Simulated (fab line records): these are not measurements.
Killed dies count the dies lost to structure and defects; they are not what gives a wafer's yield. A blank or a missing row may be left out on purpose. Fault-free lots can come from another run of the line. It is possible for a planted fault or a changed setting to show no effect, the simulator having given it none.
Struck lot and sound lot, side by side    flow sky130    16 steps out of a route of 708
Sound: the wafers L539.1, L539.4, L539.5. Struck: wafers L529.2, L529.4. (L529.3 of the same lot was not struck and is left out.) The cause comes at the end.
Order at every step that has rows: each side's tool, ch and its chambers, its first start. Under that, the readings that differ: sound wafers    struck wafers    difference of the means    sigmas: that difference in standard deviations of wafers without a fault.
alike: readings whose means differ by less than 2 such deviations, and words and numbers that are the same on both sides. not compared: withheld readings, readings that some wafer has no value for, bounds like >300 that may hide the same value, and numbers for which the record gives no deviation and whose values overlap.
The two part at a step that has a row with sigmas, a row that says differs or no value, or rows on one side only. When numbers do not overlap yet have no deviation, they are printed without sigmas and do not part them. A reading that every wafer of one side lacks parts them only if that side has two wafers or more.

SKY_SD_N_OVL_MEAS_08:
  struck on overlay-02, day 31 13:05; sound on overlay-01, day 34 23:29
  alike: SD_N_OVL
then, 2 steps without rows for these wafers: SKY_SD_N_IMPLANT_09; SKY_SD_N_IMPLANT_10.
SKY_SD_N_STRIP_11: strips in O2/N2.
  sound on plasmaAsher-02 ch 1, day 34 23:49; struck on plasmaAsher-02 ch 0,1, day 31 13:25
  alike: drypumpMotorCurrentA, oesProductAu, stripTimeToEndpointS
  not compared: rfHoursCounterH
SKY_SD_N_TW_MEAS_12:
  struck on filmMetro-02, day 31 13:34; sound on filmMetro-01, day 34 23:55
reading  sound           struck     difference  sigmas
SD_N_TW  3984 3975 3967  4047 4034  +65         +3
then, 1 step without rows for these wafers: SKY_SD_N_CLEAN_13 (cleans in SC1/SC2, time 150 s).
SKY_SD_N_RTA_14: time 2 s.
  sound on rtpAnneal-01 ch 0, day 35 00:02; struck on rtpAnneal-01 ch 0, day 31 13:40
  alike: lampPowerPct, wafer_temp_C_max
SKY_SD_N_RS_MEAS_16: measures by four-point-probe.
  struck on filmMetro-01, day 31 13:51; sound on filmMetro-03, day 35 00:12
  alike: SD_N_RS
SKY_SD_N_RS_MEAS_17: measures by four-point-probe.
  struck on filmMetro-01, day 31 13:58; sound on filmMetro-03, day 35 00:19
reading           sound              struck       difference  sigmas
SD_P_RS (ohm/sq)  147.6 147.3 147.0  146.5 146.6  -0.8        -2
SKY_SD_N_RS_MEAS_18: measures by four-point-probe.
  struck on filmMetro-01, day 31 14:05; sound on filmMetro-03, day 35 00:26
  alike: RES_XHIGH_RS
then, 1 step without rows for these wafers: SKY_SALICIDE_CLEAN_00 (cleans in HF-last, time 30 s).
SKY_LI_CONTACT_HDPCVD_00: deposits PSG, target thk 930 nm, time 155 s.
  sound on hdpcvd-02 ch 0,1,2, day 35 00:35; struck on hdpcvd-02 ch 1,2, day 31 14:13
reading                                       sound              struck       difference  sigmas
runLengthS (s)                                182.3 182.7 182.4  279.5 279.8  +97.2       +99 or more
model.PSG_of_LI_CONTACT_HDPCVD_00.thkNm (nm)  940.4 938 928.5    1509 1516    +577        
SKY_LI_CONTACT_THK_MEAS_01:
  struck on filmMetro-02, day 31 14:19; sound on filmMetro-01, day 35 00:41
reading                     sound        struck     difference  sigmas
LI_CONTACT_HDPCVD_THK (nm)  940 938 928  1509 1516  +577        +67
SKY_LI_CONTACT_CMP_02: polishes PSG.
  sound on cmp-01 ch 0,1, day 35 00:44; struck on cmp-01 ch 0,3, day 31 14:22
reading              sound           struck     difference  sigmas
timeToEndpointS (s)  35.2 33.9 31.6  92.7 92.3  +58.9       +25
  alike: motorCurrentA, slurryFilterDpKPa
SKY_LI_CONTACT_BOW_MEAS_03:
  struck on filmMetro-01, day 31 14:41; sound on filmMetro-03, day 35 01:02
  alike: LI_CONTACT_BOW
-- here the record skips 17 days between the struck wafers' starts before and after, leaving off in module LI_CONTACT and picking up in module PAD_OPEN (first step shown: number 708 of the route) --
SKY_PAD_OPEN_PROBE_99:
  only the struck wafers here have rows in the record (prober-01, day 48 20:41); the sound ones have none

## WHERE THEY PART
Earliest at SKY_SD_N_TW_MEAS_12; latest, in this record, at SKY_PAD_OPEN_PROBE_99.

WHY: what the simulator had put in
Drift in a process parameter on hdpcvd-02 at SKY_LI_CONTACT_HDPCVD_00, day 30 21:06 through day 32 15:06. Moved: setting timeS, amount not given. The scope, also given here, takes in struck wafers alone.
